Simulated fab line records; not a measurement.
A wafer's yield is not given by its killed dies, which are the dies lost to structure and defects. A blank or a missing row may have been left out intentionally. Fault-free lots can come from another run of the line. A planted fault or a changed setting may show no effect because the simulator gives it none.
Struck lot and sound lot, side by side ; flow sky130 ; 42 steps out of a route of 708
Sound: the wafers L990.2, L990.3, L990.5. Struck: wafers L105.1, L105.2, L105.6. The cause is named last.
For every step that has rows: the tool of each side, followed by ch and its chambers, followed by its first start. Under that, the readings that differ: sound wafers ; struck wafers ; difference of the means ; sigmas: that difference in standard deviations of wafers without a fault.
alike: words and numbers the same on both sides, and readings whose means are apart by under 2 such deviations; not compared: readings that were withheld, readings missing a value for some wafer, numbers with overlapping values and no deviation given by the record, and bounds like >300 which may hide the same value.
The two part at a step that has a row with sigmas, a row that says differs or no value, or rows on one side only. When numbers do not overlap yet have no deviation, they are printed without sigmas and do not part them. Lack of a reading on every wafer of one side parts them only where that side has two or more wafers.

SKY_POLY_CUT_ETCH_10: etches BARC in N2/H2, stops on SiO2, time 45.9 s, target depth 60 nm.
  sound on rie-diel-04 ch 2,3, day 25 02:18; struck on rie-diel-03 ch 0,1,2, day 30 14:00
  alike: drypump-motor-current-A, oes-product-au, throttle-valve-pct
  not compared: rf-hours-counter-h
then, 1 step without rows for these wafers: SKY_POLY_CUT_ETCH_11 (etches Si3N4 in CF4/CH2F2/Ar, stops on poly-Si, time 42.5 s, target depth 60 nm).
SKY_POLY_CUT_STRIP_12: strips in O2/N2.
  sound on plasma-asher-02 ch 0, day 25 02:23; struck on plasma-asher-02 ch 0,1, day 30 14:05
reading;sound;struck;difference;sigmas
strip-time-to-endpoint-s (s);5.338 5.357 5.335;5.385 5.393 5.373;+0.040;+2
  alike: drypump-motor-current-A, oes-product-au
  not compared: rf-hours-counter-h
then, 7 steps without rows for these wafers: SKY_SD_P_DEHYDRATE_00 (time 60 s); SKY_SD_P_HMDS_01 (prime time 60 s); SKY_SD_P_COAT_02 (resist thk 1140 nm); SKY_SD_P_SOFTBAKE_03 (time 60 s); SKY_SD_P_EXPOSE_04 (exposes mask PSDM, target cd 380 nm); SKY_SD_P_PEB_05; SKY_SD_P_DEVELOP_06 (develop time 60 s).
SKY_SD_P_CD_MEAS_07: the cd target is 380 nm.
  sound on cd-sem-02 at day 26 07:56; struck on cd-sem-01 at day 31 17:26
  alike: cd-nm
SKY_SD_P_OVL_MEAS_08:
  sound on overlay-01 at day 26 08:02; struck on overlay-01 at day 31 17:34
  alike: SD_P_OVL
SKY_SD_P_IMPLANT_09:
  sound on implanter-03 ch 0, day 26 08:06; struck on implanter-03 ch 0, day 31 17:36
  alike: beam-on-s
SKY_SD_P_STRIP_10: strips in O2/N2.
  sound on plasma-asher-01 ch 1, day 26 08:13; struck on plasma-asher-04 ch 0,1, day 31 17:45
  alike: drypump-motor-current-A, oes-product-au, strip-time-to-endpoint-s
  not compared: rf-hours-counter-h
SKY_SD_P_TW_MEAS_11:
  sound on film-metro-04 at day 26 08:20; struck on film-metro-01 at day 31 17:51
  alike: SD_P_TW
then, 8 steps without rows for these wafers: SKY_RES_XHIGH_DEHYDRATE_00 (time 60 s); SKY_RES_XHIGH_HMDS_01 (prime time 62.52 s); SKY_RES_XHIGH_COAT_02 (resist thk 1140 nm); SKY_RES_XHIGH_SOFTBAKE_03 (time 60 s); SKY_RES_XHIGH_EXPOSE_04 (exposes mask URPM, target cd 1270 nm); SKY_RES_XHIGH_PEB_05; SKY_RES_XHIGH_DEVELOP_06 (develop time 60 s); SKY_RES_XHIGH_IMPLANT_07.
SKY_RES_XHIGH_STRIP_08: strips in O2/N2.
  sound on plasma-asher-02 ch 0,1, day 27 13:49; struck on plasma-asher-03 ch 0,1, day 32 20:56
reading;sound;struck;difference;sigmas
drypump-motor-current-A (A);5.53 5.53 5.55;6.47 6.06 6.08;+0.67;+2
  alike: oes-product-au, strip-time-to-endpoint-s
  not compared: rf-hours-counter-h
SKY_RES_XHIGH_TW_MEAS_09:
  sound on film-metro-02 at day 27 13:56; struck on film-metro-02 at day 32 21:02
  alike: RES_XHIGH_TW
then, 7 steps without rows for these wafers: SKY_SD_N_DEHYDRATE_00 (time 60 s); SKY_SD_N_HMDS_01 (prime time 60 s); SKY_SD_N_COAT_02 (resist thk 1140 nm); SKY_SD_N_SOFTBAKE_03 (time 60 s); SKY_SD_N_EXPOSE_04 (exposes mask NSDM, target cd 380 nm); SKY_SD_N_PEB_05; SKY_SD_N_DEVELOP_06 (develop time 60 s).
SKY_SD_N_CD_MEAS_07: the cd target is 380 nm.
  sound on cd-sem-02 at day 28 18:40; struck on cd-sem-02 at day 33 23:32
  alike: cd-nm
SKY_SD_N_OVL_MEAS_08:
  sound on overlay-01 at day 28 18:46; struck on overlay-01 at day 33 23:40
  alike: SD_N_OVL
then, 2 steps without rows for these wafers: SKY_SD_N_IMPLANT_09; SKY_SD_N_IMPLANT_10.
SKY_SD_N_STRIP_11: strips in O2/N2.
  sound on plasma-asher-02 ch 0,1, day 28 19:06; struck on plasma-asher-02 ch 0,1, day 33 23:59
  alike: drypump-motor-current-A, oes-product-au, strip-time-to-endpoint-s
  not compared: rf-hours-counter-h
SKY_SD_N_TW_MEAS_12:
  sound on film-metro-02 at day 28 19:13; struck on film-metro-02 at day 34 00:05
  alike: SD_N_TW
then, 2 steps without rows for these wafers: SKY_SD_N_CLEAN_13 (cleans in SC1/SC2, time 150 s); SKY_SD_N_RTA_14 (time 2 s).
SKY_SD_N_RS_MEAS_16: a four-point-probe measurement.
  sound on film-metro-01 at day 28 19:31; struck on film-metro-04 at day 34 00:23
  alike: SD_N_RS
-- record jumps: 16 days separate the struck wafers' starts on either side; left off in module SD_N, taken up again in module PAD_OPEN, whose first shown step is the route's number 708 --
SKY_PAD_OPEN_PROBE_99:
  sound on prober-02 at day 46 12:10; struck on prober-02 at day 49 23:37
reading;sound;struck;difference;sigmas
model.etest.pfet-g5v0d10v5.r-on-ohm-um;4877 4816 4881;5008 5070 5033;+179;
model.etest.res-high-po.rs-ohm-sq-rim-less-centre;-4.598 -4.948 -5.864;-9.055 -8.107 -9.164;-3.639;
model.etest.pfet_01v8_lvt.drive-ua-um;175.8 176.4 171.9;165.4 164 165.1;-9.9;
model.etest.res-high-po.rs-ohm-sq-range;9.464 6.608 9.33;9.874 11.09 9.644;+1.735;
model.etest.pfet-g5v0d10v5.vt-long-v (V);-0.9312 -0.9339 -0.9298;-0.9509 -0.9556 -0.9472;-0.0196;
model.etest.pfet_16v.vt-v (V);-1.105 -1.107 -1.106;-1.122 -1.123 -1.125;-0.017;
  alike: killed_at_M0_to_M3, killed_at_M4_up, killed-at-contacts, killed-at-front-end, killed-at-other, killed-dies, killed-open, killed-short
  not compared: model.etest.pfet-g5v0d10v5.drive-ua-um

## WHERE THEY PART
At SKY_POLY_CUT_STRIP_12 first; at SKY_RES_XHIGH_STRIP_08 last (within this record only). Later steps at which nothing parts them and some readings are alike: SKY_RES_XHIGH_TW_MEAS_09, SKY_SD_N_CD_MEAS_07, SKY_SD_N_OVL_MEAS_08, SKY_SD_N_STRIP_11, SKY_SD_N_TW_MEAS_12, SKY_SD_N_RS_MEAS_16, SKY_PAD_OPEN_PROBE_99.

WHY: the cause the simulator had injected
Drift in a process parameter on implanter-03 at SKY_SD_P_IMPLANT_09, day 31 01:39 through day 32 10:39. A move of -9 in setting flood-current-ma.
